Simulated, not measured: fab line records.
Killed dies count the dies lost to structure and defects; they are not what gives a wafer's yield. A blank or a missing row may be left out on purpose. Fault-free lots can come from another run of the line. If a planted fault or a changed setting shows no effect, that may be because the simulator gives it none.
Matching of chambers | flow sfq-line | SFQ_TRILAYER_I0_CMP_CMP_028 on cmp-01: 4 sister chambers
The step polishes SiO2. 8 wafers are shown with their chamber, then 8 later ones without.

WAFERS PAIRED WITH THEIR CHAMBERS
wafer  | chamber | motor-current-A (A) | time-to-endpoint-s (s)
L599.6 | 3       | 11.2                | 211
L601.1 | 0       | 11.5                | 221
L601.6 | 0       | 11.8                | 218
L603.5 | 1       | 10.9                | 210
L608.1 | 2       | 8.9                 | 202
L608.2 | 3       | 11.5                | 205
L608.6 | 2       | 10.0                | 205
L612.1 | 1       | 11.0                | 207

WAFERS WITH NO CHAMBER GIVEN
wafer  | motor-current-A (A) | time-to-endpoint-s (s)
L612.3 | 11.3                | 209
L612.5 | 11.2                | 214
L614.2 | 11.5                | 203
L614.4 | 9.2                 | 200
L614.5 | 11.0                | 216
L616.1 | 9.8                 | 210
L616.4 | 11.2                | 215
L616.5 | 10.9                | 223

THE CHAMBER EACH PASSED THROUGH
wafer  | from the rows above          | in truth
L612.3 | can't be placed: 3 or 1      | 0
L612.5 | can't be placed: 1 or 3 or 0 | 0
L614.2 | can't be placed: 3 or 1      | 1
L614.4 | 2                            | 2
L614.5 | can't be placed: 0 or 1 or 3 | 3
L616.1 | can't be placed: 2 or 1 or 3 | 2
L616.4 | can't be placed: 0 or 1 or 3 | 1
L616.5 | 0                            | 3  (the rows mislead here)
1 of 8 placed correctly. Not placeable from these rows: 6 (in 5, the candidates include the true chamber). Wrongly placed: 1.
How it was worked out, from the rows above alone: a wafer's distance from a chamber is the root of the sum, over the readings, of the square of ((its reading less the chamber's mean) divided by the reading's scatter). If the next closest chamber is less than 2 further off than the closest, the wafer can't be placed; otherwise it belongs to the closest. A chamber's mean is the mean of its shown wafers. The scatter: take each reading less its chamber's mean, square it, sum over the shown wafers, divide by the number of wafers less the number of chambers, and take the root.
